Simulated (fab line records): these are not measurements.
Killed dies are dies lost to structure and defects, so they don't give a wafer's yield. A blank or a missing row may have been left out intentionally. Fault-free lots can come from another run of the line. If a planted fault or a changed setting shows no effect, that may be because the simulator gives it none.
8D (eight disciplines) problem report, filled in by code -- flow gf180mcu -- the parts of the form that need people (team, actions taken, sign-off) are left out

## 1. WHAT WENT WRONG
At GF_M1_CD_MEAS_14, cdNm averages 221.3 nm over 6 wafers from 2 lots, while fault-free wafers read 230.3 nm, standard deviation 1.2. That is -7.5 standard deviations from the usual mean.
The step: target cd 230 nm.
Earliest sighting: wafer L502.2 on cdSem-01 at day 21 07:56. At this step, 39 wafers from 13 lots have a number in the record. Rule for "out", or "out of limits": more than 4 standard deviations from the usual mean. The other wafers with a number count as sound.

## 2. WHAT IT IS, AND WHAT IT ISN'T
question,is,is not
which readings at this step,cdNm,-
which lots,"L502, L503","L491, L492, L493, L496, L506, L507, L509, L510, L511, L512, L514"
which wafers of those lots,all that have a number,-
read on which gauges,"cdSem-01, cdSem-02",-
when,from day 21 07:56,"up to then (12 sound wafers); but 21 sound wafers of L506, L507, L509, L510, L511, L512, L514 came after"

## 3. THE SUSPECTS, EACH WITH WHAT RULES IT OUT
Counting: a tool at any process step up to the reading remains a suspect when it ran all the lots that are out and ran no sound lot after the first of those.
- the gauge at GF_M1_CD_MEAS_14 is ruled out. 2 gauges (cdSem-01, cdSem-02) read the wafers that are out.
- lithoTrack-04 at GF_M1_SOFTBAKE_10 (time 60 s): kept. It ran every lot that is out, first L502 (day 20 20:14), and no sound lot after that; its last sound lot up to then is L493 (day 17 04:26). On those wafers its own readings are out: heaterPowerTotalW, plateTempC.
The count leaves lithoTrack-04 at GF_M1_SOFTBAKE_10.

## 4. THE CAUSE (what the simulator had put in)
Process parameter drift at GF_M1_SOFTBAKE_10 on lithoTrack-04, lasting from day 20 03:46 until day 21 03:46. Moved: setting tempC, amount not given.
The count eliminated every tool but this one.

## 5. THE EFFECT CHAIN, in route order
Each row: a reading whose mean over the struck wafers that have a number lies more than 3 standard deviations from the usual. Only readings whose record carries a usual standard deviation are examined. hours: median over the lots of the time between each lot's start at the first step of this table that gives one and its start at this step. sigmas: the change, counted in usual standard deviations.
hours,step,reading,usual,on struck wafers,change,sigmas
0,GF_M1_SOFTBAKE_10,heaterPowerTotalW,93.05 W,96.02,+2.97,+55
0,GF_M1_SOFTBAKE_10,plateTempC,129.97 C,133.31,+3.34,+24
11,GF_M1_CD_MEAS_14,cdNm,230.3 nm,221.3,-9.0,-7.5
Here are the process steps it includes:
- GF_M1_SOFTBAKE_10: time 60 s.

## 6. HOW IT WOULD HAVE BEEN CAUGHT EARLIER
The first out-of-limits reading at a measuring or inspecting step in this record came at day 21 07:56, 28 hours after the fault's start at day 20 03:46.
Tool's own readings at GF_M1_SOFTBAKE_10, heaterPowerTotalW, plateTempC: out on all struck wafers the step has rows for; an alarm limit on them would have tripped on the first.
The start of GF_M1_SOFTBAKE_10 on lithoTrack-04 came by day 21 07:56 for every one of the lots that are out (2). Tool hold at that time: it would have spared none of them.
